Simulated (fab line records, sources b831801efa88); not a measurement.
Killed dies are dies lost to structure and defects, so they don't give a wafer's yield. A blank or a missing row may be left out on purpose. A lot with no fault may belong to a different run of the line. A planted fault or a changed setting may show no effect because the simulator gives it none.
A struck lot beside a sound one / flow sky130 / 35 out of 708 route steps
Sound: the wafers L314.1, L314.5, L314.6. Struck: wafer L327.1 (L327.4, L327.6, from the same lot, were not struck and are left out); the cause is given at the end.
For every step that has rows: the tool of each side, followed by ch and its chambers, followed by its first start. Under that, the readings that differ: sound wafers / struck wafers / difference of the means / sigmas: that difference in standard deviations of wafers without a fault.
alike: a reading whose means differ by less than 2 such deviations, as well as words and numbers matching on both sides. not compared: withheld readings; readings where some wafer has no value; bounds like >300 that might hide an equal value; numbers whose values overlap and for which the record gives no deviation.
The two part at a step that has a row with sigmas, a row that says differs or no value, or rows on one side only. When numbers do not overlap yet have no deviation, they are printed without sigmas and do not part them. A reading missing from all wafers of one side parts the sides only when that side holds two or more wafers.

first, 8 steps without rows for these wafers: SKY_CAPM_SPUTTER_02 (material TiN, target thk 200 nm, time 166.7 s); SKY_CAPM_DEHYDRATE_05 (time 60 s); SKY_CAPM_HMDS_06 (prime time 60 s); SKY_CAPM_COAT_07 (resist thk 1140 nm); SKY_CAPM_SOFTBAKE_08 (time 60 s); SKY_CAPM_EXPOSE_09 (exposes mask CAPM, target cd 1000 nm); SKY_CAPM_PEB_10; SKY_CAPM_DEVELOP_11 (develop time 60 s).
SKY_CAPM_METAL_ETCH_13: etches TiN in Cl2/BCl3, stops on SiO2, target depth 220 nm, time 62.9 s.
  sound on rieMetal-03 ch 0,1, day 38 17:14; struck on rieMetal-01 ch 1, day 42 14:47
reading=drypumpMotorCurrentA (A); sound=5.65 5.98 5.62; struck=5.11; difference=-0.64; sigmas=-2
  alike: oesProductAu, throttleValvePct
  not compared: rfHoursCounterH
then, 25 steps without rows for these wafers: SKY_CAPM_STRIP_14 (strips in O2/N2); SKY_CAPM_STRIP_15 (strips in post etch residue remover, time 1200 s); SKY_CAPM_CLEAN_16 (cleans in IPA, time 180 s); SKY_CAPM_CLEAN_17 (cleans in O3/DIW); SKY_METAL3_DEHYDRATE_05 (time 60 s); SKY_METAL3_HMDS_06 (prime time 60 s); SKY_METAL3_COAT_07 (resist thk 60 nm); SKY_METAL3_COAT_08 (resist thk 1140 nm); SKY_METAL3_SOFTBAKE_09 (time 90 s); SKY_METAL3_EXPOSE_10 (exposes mask MM3, target cd 300 nm); SKY_METAL3_PEB_11; SKY_METAL3_DEVELOP_12 (develop time 60 s); SKY_METAL3_DESCUM_15 (chemistry O2, time 8 s); SKY_METAL3_ETCH_16 (etches BARC in N2/H2, stops on SiO2, time 88.2 s, target depth 60 nm); SKY_METAL3_ETCH_17 (etches SiO2 in C4F8/O2/Ar, stops on TiN, time 3.9 s, target depth 15 nm); SKY_METAL3_METAL_ETCH_18 (etches the open film in Cl2/BCl3, stops on SiO2, target depth 845 nm, time 183.1 s); SKY_METAL3_STRIP_19 (strips in O2/N2); SKY_METAL3_STRIP_20 (strips in post etch residue remover, time 1200 s); SKY_METAL3_CLEAN_21 (cleans in IPA, time 180 s); SKY_METAL3_CLEAN_22 (cleans in O3/DIW); SKY_VIA3_HDPCVD_00 (deposits SiO2, target thk 1635 nm, time 272.5 s); SKY_VIA3_CMP_02 (polishes SiO2); SKY_VIA3_DEHYDRATE_04 (time 60 s); SKY_VIA3_HMDS_05 (prime time 60 s); SKY_VIA3_COAT_06 (resist thk 60 nm).
-- the record jumps here: 7 days lie between the struck wafers' starts before and after (it left off in module VIA3 and takes up again in module PAD_OPEN, whose first step shown is number 708 of the route) --
SKY_PAD_OPEN_PROBE_99:
  sound: prober-02 at day 46 22:47; struck: prober-01 at day 50 02:26
reading=defectLimitedYield (%); sound=82.7 81.5 82.9; struck=73.6; difference=-8.8; sigmas=-4
reading=killedAtOther; sound=1 0 1; struck=55; difference=+54; sigmas=+82
reading=killedDies; sound=85 91 84; struck=130; difference=+43; sigmas=+4
reading=sort_bin_3_pad_short (%); sound=0.6 0.6 0.4; struck=3.5; difference=+3.0; sigmas=+7
reading=sort_bin_5_function (%); sound=9.8 10.2 9.8; struck=17.3; difference=+7.4; sigmas=+5
reading=sortNPass; sound=407 401 408; struck=362; difference=-43; sigmas=-4
reading=sortYieldPct (%); sound=82.7 81.5 82.9; struck=73.6; difference=-8.8; sigmas=-4
reading=model.etest.tester.sortNPass; sound=407 401 408; struck=362; difference=-43; sigmas=
reading=model.etest.tester.sortYieldPct (%); sound=82.72 81.5 82.93; struck=73.58; difference=-8.80; sigmas=
reading=model.etest.tester.sort_bin_5_pct (%); sound=9.756 10.16 9.756; struck=17.28; difference=+7.39; sigmas=
reading=model.etest.tester.sort_bin_3_pct (%); sound=0.6098 0.6098 0.4065; struck=3.455; difference=+2.913; sigmas=
  alike: killed_at_M0_to_M3, killed_at_M4_up, killedAtContacts, killedAtFrontEnd, killedOpen, killedShort, sort_bin_6_memory

== WHERE THEY PART ==
First at SKY_CAPM_METAL_ETCH_13; last, within this record, at SKY_PAD_OPEN_PROBE_99.

WHY: the cause the simulator had injected
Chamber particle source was rieMetal-01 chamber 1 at SKY_CAPM_METAL_ETCH_13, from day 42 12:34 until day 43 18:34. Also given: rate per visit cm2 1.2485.
